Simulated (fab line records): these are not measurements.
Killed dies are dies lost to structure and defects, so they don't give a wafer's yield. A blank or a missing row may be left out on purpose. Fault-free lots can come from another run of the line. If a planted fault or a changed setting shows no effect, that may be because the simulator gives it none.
fab line records -- flow sky130
record: lots: 7, wafers: 21, lastDay: 50
route steps=708 shown CAPM@547 METAL3@555 PAD_OPEN@708
lots untouched by any fault: they come from a run of this same line in which no faults occurred
startH: hours from the record's first day to the start of the lot's first wafer shown -- waitH: time in hours since the lot's previous step -- " identical to the entry in the row above -- L1.1+2: a single row standing in for several wafers -- - either no value or no given start -- * or withheld: withheld -- < > ~ a bound
route shown NAME@n: a module of which the file shows steps, and the number in the route of the first -- usual: average and standard deviation across the fault-free wafers -- same: alike in all rows -- chamber/n: place in a boat -- sites: each site's reading -- _std_site: their standard deviation -- _edge_site: the outer-site mean with the inner-site mean subtracted -- radiusMm: how far each site lies from the wafer's centre -- mask NAME#n: copy n -- behind: the most recent tool/chamber to have shaped the wafer -- hold: the reason the lot was held/the length of the hold in hours/how it ended -- device: transistor that didn't switch, given as n, p or np -- end of line: the same wafers' tests at the end of the route -- a step with no rows: only its recipe -- killed: dies that structure and defects cost at the first sort, which is not the same as the wafer's yield -- map: a wafer's dies, marking killed ones x, the rest . and places with no die _
set.NAME: setting as actually run; set.NAME@STEP: the setting as run at that earlier step -- model.NAME: the simulator's own value behind a step, which no gauge read
certain route steps with their lots: each step a table, each wafer a row
services: from which hour (startH, from the record's first day; less than 0 if before it) a tool's chamber was out of use, for how many hours, and why
== steps ==
step: SKY_CAPM_PEB_10
recipe: tempC: withheld, timeS: *, resist: NOVOLAK
step: SKY_CAPM_DEVELOP_11
recipe: resist: NOVOLAK, developer: TMAH, developTimeS: 60, devTempC: 23
step: SKY_CAPM_OVL_MEAS_12
usual: CAPM_OVL: 0.6/1.4
lot.wafer,tool,chamber,startH,waitH,CAPM_OVL[nm]
L908.1,overlay-02,-,877.84,0.1,1.8
L908.3,overlay-02,-,877.84,0.1,2.3
L908.5,overlay-02,-,877.84,0.1,0.6
L913.1,overlay-01,-,918.53,0.1,1.4
L913.4,overlay-01,-,918.53,0.1,1.5
L913.5,overlay-01,-,918.53,0.1,2.6
L916.2,overlay-01,-,951.24,0.1,-0.6
L916.4,overlay-01,-,951.24,0.1,0.9
L916.5,overlay-01,-,951.24,0.1,-0.1
L919.2,overlay-02,-,967.62,0.1,1.3
L919.3,overlay-02,-,967.62,0.1,0.7
L919.5,overlay-02,-,967.62,0.1,1.0
L920.1,overlay-01,-,976.94,0.1,0.4
L920.2,overlay-01,-,976.94,0.1,-0.2
L920.3,overlay-01,-,976.94,0.1,-1.7
L921.2,overlay-01,-,979.17,0.1,-0.6
L921.4,overlay-01,-,979.17,0.1,2.0
L921.5,overlay-01,-,979.17,0.1,-0.8
L929.2,overlay-02,-,1044.63,0.1,1.4
L929.3,overlay-02,-,1044.63,0.1,1.9
L929.4,overlay-02,-,1044.63,0.1,0.6
step: SKY_CAPM_METAL_ETCH_13
recipe: targetDepthNm: 220, stopOn: SiO2, chemistry: Cl2/BCl3, target: TiN, pressureMtorr: 10, icpW: 900, biasW: 48.5, Cl2_flow_sccm: 60, bcl3FlowSccm: 30, timeS: 62.9
usual: drypumpMotorCurrentA: 5.8/0.5, oesProductAu: 0.944/0.0077, throttleValvePct: 21.900/0.0097
lot.wafer,tool,chamber,startH,waitH,drypumpMotorCurrentA,oesProductAu,rfHoursCounterH,throttleValvePct
L908.1,rieMetal-01,1,877.87,0.0,5.5,0.930,12.9,21.904
L908.3,rieMetal-01,0,877.87,0.0,6.1,0.934,-,21.897
L908.5,rieMetal-01,1,877.87,0.0,5.5,0.935,-,21.913
L913.1,rieMetal-04,0,918.56,0.0,5.0,0.952,13.7,21.905
L913.4,rieMetal-04,1,918.56,0.0,5.2,0.941,-,21.903
L913.5,rieMetal-04,1,918.56,0.0,5.2,0.944,-,21.881
L916.2,rieMetal-04,0,951.27,0.0,4.9,0.947,15.1,21.899
L916.4,rieMetal-04,0,951.27,0.0,4.9,0.949,-,21.893
L916.5,rieMetal-04,0,951.27,0.0,5.0,0.946,-,21.906
L919.2,rieMetal-04,0,967.65,0.0,4.9,0.948,16.0,21.901
L919.3,rieMetal-04,1,967.65,0.0,5.2,0.948,-,21.893
L919.5,rieMetal-04,1,967.65,0.0,5.2,0.946,-,21.899
L920.1,rieMetal-02,0,976.98,0.0,6.5,0.944,15.6,21.921
L920.2,rieMetal-02,1,976.98,0.0,5.8,0.943,16.2,21.900
L920.3,rieMetal-02,1,976.98,0.0,5.8,0.950,-,21.903
L921.2,rieMetal-01,0,979.20,0.0,6.1,0.932,16.6,21.899
L921.4,rieMetal-01,0,979.20,0.0,6.1,0.931,-,21.900
L921.5,rieMetal-01,0,979.20,0.0,6.1,0.928,-,21.898
L929.2,rieMetal-02,0,1044.66,0.0,6.5,0.957,18.6,21.880
L929.3,rieMetal-02,0,1044.66,0.0,6.5,0.947,-,21.892
L929.4,rieMetal-02,1,1044.66,0.0,5.8,0.951,-,21.887
step: SKY_CAPM_STRIP_14
recipe: chemistry: O2/N2, powerW: 1400, pressureMtorr: 1500, platenTempC: withheld, o2FlowSccm: 3000, n2FlowSccm: 300, overashFraction: 0.5
usual: drypumpMotorCurrentA: 5.8/0.41, oesProductAu: 0.710/0.0049, stripTimeToEndpointS: 12.65/0.046
lot.wafer,tool,chamber,startH,waitH,drypumpMotorCurrentA,oesProductAu,rfHoursCounterH,stripTimeToEndpointS
L908.1,plasmaAsher-04,1,877.95,0.1,5.8,0.706,9,12.69
L908.3,plasmaAsher-04,1,877.95,0.1,5.8,0.705,-,12.65
L908.5,plasmaAsher-04,0,877.95,0.1,6.0,0.709,-,12.66
L913.1,plasmaAsher-02,1,918.64,0.1,5.7,0.706,114,12.63
L913.4,plasmaAsher-02,0,918.64,0.1,6.3,0.706,-,12.62
L913.5,plasmaAsher-02,0,918.64,0.1,6.4,0.709,-,12.63
L916.2,plasmaAsher-02,1,951.35,0.1,5.7,0.723,117,12.55
L916.4,plasmaAsher-02,1,951.35,0.1,5.7,0.708,-,12.58
L916.5,plasmaAsher-02,1,951.35,0.1,5.7,0.710,-,12.60
L919.2,plasmaAsher-04,1,967.73,0.1,5.7,0.714,17,12.65
L919.3,plasmaAsher-04,0,967.73,0.1,6.0,0.710,-,12.62
L919.5,plasmaAsher-04,0,967.73,0.1,6.0,0.711,-,12.61
L920.1,plasmaAsher-04,1,977.05,0.1,5.8,0.721,18,12.62
L920.2,plasmaAsher-04,0,977.05,0.1,6.0,0.711,18,12.68
L920.3,plasmaAsher-04,0,977.05,0.1,6.0,0.714,-,12.67
L921.2,plasmaAsher-02,0,979.28,0.1,6.3,0.704,120,12.67
L921.4,plasmaAsher-02,0,979.28,0.1,6.4,0.716,-,12.65
L921.5,plasmaAsher-02,0,979.28,0.1,6.4,0.705,-,12.70
L929.2,plasmaAsher-04,1,1044.74,0.1,5.8,0.719,25,12.63
L929.3,plasmaAsher-04,1,1044.74,0.1,5.8,0.701,-,12.66
L929.4,plasmaAsher-04,0,1044.74,0.1,6.0,0.707,-,12.69
step: SKY_CAPM_STRIP_15
recipe: chemistry: postEtchResidueRemover, timeS: 1200, tempC: 72.5
step: SKY_CAPM_CLEAN_16
recipe: chemistry: IPA, timeS: 180, tempC: 25
step: SKY_CAPM_CLEAN_17
recipe: chemistry: O3/DIW, dry: n2Spin
step: SKY_METAL3_DEHYDRATE_05
recipe: tempC: 200, timeS: 60
step: SKY_METAL3_HMDS_06
recipe: primeTimeS: 60, primeTempC: 120
step: SKY_METAL3_COAT_07
recipe: resist: BARC, tempC: withheld, timeS: withheld, spinRpm: 3000, resistThkNm: 60
step: SKY_METAL3_COAT_08
recipe: resist: KrF-thick, spinRpm: 3000, resistThkNm: 1140
step: SKY_METAL3_SOFTBAKE_09
recipe: tempC: 100, timeS: 90, resist: KrF-thick
usual: heaterPowerTotalW: 57.36/0.12, plateTempC: 100.00/0.12
lot.wafer,tool,chamber,startH,waitH,heaterPowerTotalW,plateTempC
L908.1,lithoTrack-01,0,890,-,57.53,99.99
L908.3,lithoTrack-01,0,891,-,57.28,99.79
L908.5,lithoTrack-01,0,891,-,57.28,99.96
L913.1,lithoTrack-02,0,932,-,57.41,100.20
L913.4,lithoTrack-02,0,932,-,57.17,99.96
L913.5,lithoTrack-02,0,932,-,57.42,99.96
L916.2,lithoTrack-02,0,963,-,57.35,100.02
L916.4,lithoTrack-02,0,963,-,57.41,100.03
L916.5,lithoTrack-02,0,963,-,57.48,99.92
L919.2,lithoTrack-01,0,980,-,59.66,102.79
L919.3,lithoTrack-01,0,980,-,59.53,102.76
L919.5,lithoTrack-01,0,980,-,59.50,102.80
L920.1,lithoTrack-01,0,989,-,59.60,102.72
L920.2,lithoTrack-01,0,989,-,59.61,102.78
L920.3,lithoTrack-01,0,989,-,59.45,102.87
L921.2,lithoTrack-01,0,991,-,59.42,102.56
L921.4,lithoTrack-01,0,991,-,59.44,102.63
L921.5,lithoTrack-01,0,991,-,59.58,102.48
L929.2,lithoTrack-01,0,1055,-,57.24,100.20
L929.3,lithoTrack-01,0,1055,-,57.53,99.98
L929.4,lithoTrack-01,0,1055,-,57.29,100.15
step: SKY_METAL3_EXPOSE_10
recipe: maskId: MM3, na: 0.68, sourceShape: annular, sigmaInner: 0.4, sigmaOuter: 0.8, targetCdNm: 300, doseMj: 28
step: SKY_PAD_OPEN_PROBE_99
usual: defectLimitedYield: 82.6/1.9, killed_at_M0_to_M3: 43/7.3, killed_at_M4_up: 3.0/2, killedAtContacts: 24/5.2, killedAtFrontEnd: 15/4.4, killedAtOther: 0.2/0.48, killedDies: 86/9.1, killedOpen: 47/7.3, killedShort: 38/6.4, sort_bin_3_pad_short: 0.8/0.38, sort_bin_5_function: 10.5/1.4, sort_bin_6_memory: 6.1/1.1, sortNPass: 406/9.1, sortYieldPct: 82.6/1.9
same: grossDies: 492, killedAtBackSide: 0, sort_bin_4_leakage[%]: 0, sort_bin_8_speed[%]: 0
lot.wafer,tool,chamber,startH,waitH,defectLimitedYield[%],killed_at_M0_to_M3,killed_at_M4_up,killedAtContacts,killedAtFrontEnd,killedAtOther,killedDies,killedOpen,killedShort,sort_bin_3_pad_short[%],sort_bin_5_function[%],sort_bin_6_memory[%],sortNPass,sortYieldPct[%]
L908.1,prober-02,-,1076.61,0.1,82.7,39,3,31,12,0,85,43,41,1.0,11.6,4.7,407,82.7
L908.3,prober-02,-,1076.71,0.2,80.1,57,4,22,14,1,98,47,48,1.0,11.6,7.3,394,80.1
L908.5,prober-02,-,1076.81,0.2,78.9,55,1,32,15,1,104,65,36,1.0,13.8,6.3,388,78.9
L913.1,prober-01,-,1110.77,0.1,80.7,55,5,19,16,0,95,58,37,0.6,11.2,7.5,397,80.7
L913.4,prober-01,-,1110.92,0.2,82.3,41,5,25,16,0,87,54,33,0.6,10.4,6.7,405,82.3
L913.5,prober-01,-,1110.97,0.2,80.5,57,0,25,14,0,96,61,35,1.2,13.0,5.3,396,80.5
L916.2,prober-02,-,1135.27,0.1,83.5,46,2,22,10,1,81,41,39,0.6,10.0,5.9,411,83.5
L916.4,prober-02,-,1135.37,0.2,80.5,48,7,29,12,0,96,52,44,1.0,10.4,8.1,396,80.5
L916.5,prober-02,-,1135.42,0.2,82.5,47,4,23,12,0,86,54,31,0.2,9.1,8.1,406,82.5
L919.2,prober-01,-,1149.57,0.1,83.1,45,1,21,16,0,83,49,34,0.4,11.8,4.7,409,83.1
L919.3,prober-01,-,1149.62,0.2,82.1,47,3,25,12,1,88,56,32,1.0,9.6,7.3,404,82.1
L919.5,prober-01,-,1149.72,0.2,82.1,50,1,18,19,0,88,48,40,1.4,10.0,6.5,404,82.1
L920.1,prober-02,-,1154.81,0.1,82.5,38,3,27,18,0,86,43,42,1.4,9.6,6.5,406,82.5
L920.2,prober-02,-,1154.86,0.1,81.3,44,4,30,14,0,92,44,46,0.6,11.4,6.7,400,81.3
L920.3,prober-02,-,1154.91,0.2,84.6,41,0,25,10,0,76,43,33,0.8,8.3,6.3,416,84.6
L921.2,prober-01,-,1157.29,0.1,84.3,34,5,19,19,0,77,41,36,0.6,10.8,4.3,415,84.3
L921.4,prober-01,-,1157.39,0.2,83.1,42,2,30,9,0,83,41,42,0.4,11.2,5.3,409,83.1
L921.5,prober-01,-,1157.44,0.2,84.1,27,1,32,17,1,78,43,35,0.8,8.9,6.1,414,84.1
L929.2,prober-02,-,1205.36,0.1,84.8,34,3,22,14,2,75,44,30,0.2,10.2,4.9,417,84.8
L929.3,prober-02,-,1205.41,0.2,82.7,43,7,17,18,0,85,40,44,0.8,11.0,5.5,407,82.7
L929.4,prober-02,-,1205.46,0.2,84.1,42,3,20,13,0,78,40,37,0.6,9.6,5.7,414,84.1
killed by level:class
L908.1 LI_CONTACT:geometricParticle:open=10 VIA3:geometricParticle:open=7 LI_CONTACT:geometricParticle:short=6 CONTACT:geometricParticle:short=5 CONTACT:geometricParticle:open=5 METAL1:geometricParticle:short=5 VIA1:geometricParticle:open=5 METAL2:geometricParticle:short=5
L908.3 METAL2:geometricParticle:short=14 VIA1:geometricParticle:open=13 CONTACT:geometricParticle:open=9 LI_CONTACT:geometricParticle:open=8 VIA1:geometricParticle:short=7 FIELD_ISO:geometricParticle:open=5 VIA2:geometricParticle:open=5 METAL4:geometricParticle:short=4
L908.5 VIA1:geometricParticle:open=17 CONTACT:geometricParticle:open=15 VIA3:geometricParticle:open=7 VIA2:geometricParticle:open=7 LI_CONTACT:geometricParticle:open=6 FIELD_ISO:geometricParticle:open=5 LOCAL_INTERCONNECT:geometricParticle:short=5 POLY_GATE:geometricParticle:short=4
L913.1 VIA1:geometricParticle:open=18 CONTACT:geometricParticle:open=8 VIA1:geometricParticle:short=7 VIA3:geometricParticle:open=6 FIELD_ISO:geometricParticle:open=5 VIA2:geometricParticle:short=5 VIA2:geometricParticle:open=5 POLY_GATE:geometricParticle:open=4
L913.4 VIA2:geometricParticle:open=10 VIA3:geometricParticle:open=9 LI_CONTACT:geometricParticle:open=8 CONTACT:geometricParticle:open=8 VIA1:geometricParticle:open=7 POLY_GATE:geometricParticle:open=5 POLY_GATE:geometricParticle:short=4 CONTACT:geometricParticle:short=4
L913.5 VIA1:geometricParticle:open=18 VIA2:geometricParticle:open=11 LI_CONTACT:geometricParticle:open=7 VIA3:geometricParticle:open=7 CONTACT:geometricParticle:short=6 CONTACT:geometricParticle:open=6 METAL2:geometricParticle:short=5 VIA1:geometricParticle:short=5
L916.2 VIA1:geometricParticle:open=11 LI_CONTACT:geometricParticle:open=9 VIA2:geometricParticle:open=8 CONTACT:geometricParticle:open=6 METAL1:geometricParticle:short=6 VIA1:geometricParticle:short=5 VIA2:geometricParticle:short=5 VIA3:geometricParticle:open=5
L916.4 VIA1:geometricParticle:open=14 VIA2:geometricParticle:open=9 LI_CONTACT:geometricParticle:open=9 CONTACT:geometricParticle:open=8 VIA1:geometricParticle:short=8 CONTACT:geometricParticle:short=6 POLY_GATE:geometricParticle:short=5 METAL2:geometricParticle:short=4
L916.5 CONTACT:geometricParticle:open=12 VIA3:geometricParticle:open=10 VIA1:geometricParticle:open=9 VIA1:geometricParticle:short=7 VIA2:geometricParticle:open=6 METAL2:geometricParticle:short=5 LI_CONTACT:geometricParticle:open=4 FIELD_ISO:geometricParticle:open=3
L919.2 VIA1:geometricParticle:open=14 CONTACT:geometricParticle:open=8 VIA3:geometricParticle:open=6 VIA2:geometricParticle:open=6 CONTACT:geometricParticle:short=5 FIELD_ISO:geometricParticle:short=4 FIELD_ISO:geometricParticle:open=4 METAL1:geometricParticle:short=4
L919.3 VIA1:geometricParticle:open=15 CONTACT:geometricParticle:open=10 VIA3:geometricParticle:open=9 VIA2:geometricParticle:open=5 LI_CONTACT:geometricParticle:open=5 VIA1:geometricParticle:short=5 CONTACT:geometricParticle:short=5 METAL1:geometricParticle:short=4
L919.5 VIA1:geometricParticle:open=11 CONTACT:geometricParticle:open=9 VIA2:geometricParticle:open=8 VIA3:geometricParticle:open=7 VIA2:geometricParticle:short=6 FIELD_ISO:geometricParticle:open=5 METAL3:geometricParticle:short=5 POLY_GATE:geometricParticle:short=4
L920.1 CONTACT:geometricParticle:open=11 VIA1:geometricParticle:open=11 LI_CONTACT:geometricParticle:open=7 METAL2:geometricParticle:short=6 VIA3:geometricParticle:open=6 FIELD_ISO:geometricParticle:short=5 FIELD_ISO:geometricParticle:open=5 POLY_GATE:geometricParticle:short=4
L920.2 VIA1:geometricParticle:open=13 CONTACT:geometricParticle:open=12 VIA1:geometricParticle:short=7 METAL2:geometricParticle:short=7 LOCAL_INTERCONNECT:geometricParticle:short=6 LI_CONTACT:geometricParticle:short=5 POLY_GATE:geometricParticle:short=4 LI_CONTACT:geometricParticle:open=4
L920.3 CONTACT:geometricParticle:open=9 VIA1:geometricParticle:open=8 LI_CONTACT:geometricParticle:open=7 VIA2:geometricParticle:open=7 VIA1:geometricParticle:short=6 CONTACT:geometricParticle:short=5 VIA3:geometricParticle:open=5 METAL1:geometricParticle:short=4
L921.2 VIA1:geometricParticle:open=14 FIELD_ISO:geometricParticle:short=7 CONTACT:geometricParticle:short=6 CONTACT:geometricParticle:open=5 POLY_GATE:geometricParticle:short=5 LI_CONTACT:geometricParticle:open=5 FIELD_ISO:geometricParticle:open=4 VIA3:geometricParticle:short=4
L921.4 CONTACT:geometricParticle:open=9 LOCAL_INTERCONNECT:geometricParticle:short=9 VIA1:geometricParticle:open=8 METAL1:geometricParticle:short=7 VIA2:geometricParticle:open=6 VIA3:geometricParticle:open=6 VIA1:geometricParticle:short=5 VIA3:geometricParticle:short=5
L921.5 CONTACT:geometricParticle:open=10 VIA1:geometricParticle:open=8 CONTACT:geometricParticle:short=7 LI_CONTACT:geometricParticle:open=6 LOCAL_INTERCONNECT:geometricParticle:short=6 POLY_GATE:geometricParticle:open=5 VIA2:geometricParticle:open=5 FIELD_ISO:geometricParticle:open=4
L929.2 VIA1:geometricParticle:open=7 POLY_GATE:geometricParticle:open=6 CONTACT:geometricParticle:open=6 CONTACT:geometricParticle:short=6 VIA2:geometricParticle:open=5 VIA3:geometricParticle:short=5 VIA3:geometricParticle:open=5 LI_CONTACT:geometricParticle:open=4
L929.3 VIA1:geometricParticle:open=9 FIELD_ISO:geometricParticle:short=8 LI_CONTACT:geometricParticle:open=7 METAL1:geometricParticle:short=6 METAL2:geometricParticle:short=6 VIA2:geometricParticle:open=5 CONTACT:geometricParticle:open=4 VIA2:geometricParticle:short=4
L929.4 VIA1:geometricParticle:open=8 METAL2:geometricParticle:short=7 CONTACT:geometricParticle:open=6 LI_CONTACT:geometricParticle:open=5 VIA3:geometricParticle:open=5 POLY_GATE:geometricParticle:open=4 LI_CONTACT:geometricParticle:short=4 METAL3:geometricParticle:short=4
== services ==
tool,chamber,startH,hours,kind
plasmaAsher-04,-,874.93,2.8,pm
plasmaAsher-04,-,886.86,0.9,repair
plasmaAsher-04,-,887.14,0.8,repair
rieMetal-04,-,891.06,0.9,repair
plasmaAsher-04,-,896.30,5.5,repair
plasmaAsher-02,-,931.70,6.1,repair
plasmaAsher-02,-,935.13,2.8,repair
plasmaAsher-04,-,936.10,0.7,repair
rieMetal-04,1,937.84,4.0,repair
rieMetal-04,-,943.20,1.4,pm
plasmaAsher-04,-,958.26,5.8,repair
plasmaAsher-02,-,1009.84,1.0,repair
rieMetal-04,1,1029.43,-,clean
rieMetal-04,1,1029.43,17.9,scheduledDown
rieMetal-04,1,1029.43,17.9,ventCycle
plasmaAsher-02,-,1055.25,9.0,pm
plasmaAsher-02,0,1055.25,9.0,ventCycle
plasmaAsher-02,1,1055.25,9.0,ventCycle
== key ==
firstSign: step: SKY_METAL3_SOFTBAKE_09, reading: plateTempC, direction: up, sigmas: 22, usual: *, struck: *
effect: step: SKY_METAL3_SOFTBAKE_09, reading: heaterPowerTotalW, direction: up, sigmas: 19, usual: *, struck: *
metAt SKY_METAL3_SOFTBAKE_09
struckWafers L919.2,L919.3,L919.5,L920.1,L920.2,L920.3,L921.2,L921.4,L921.5
onsetBetween 890 980
fault: kind: processParameterDrift, tool: lithoTrack-01, chamber: -, onsetH: 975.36, steps: SKY_METAL3_SOFTBAKE_09, channel: tempC, offset: *, shape: step, endH: 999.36, actsIn: *, stated: *
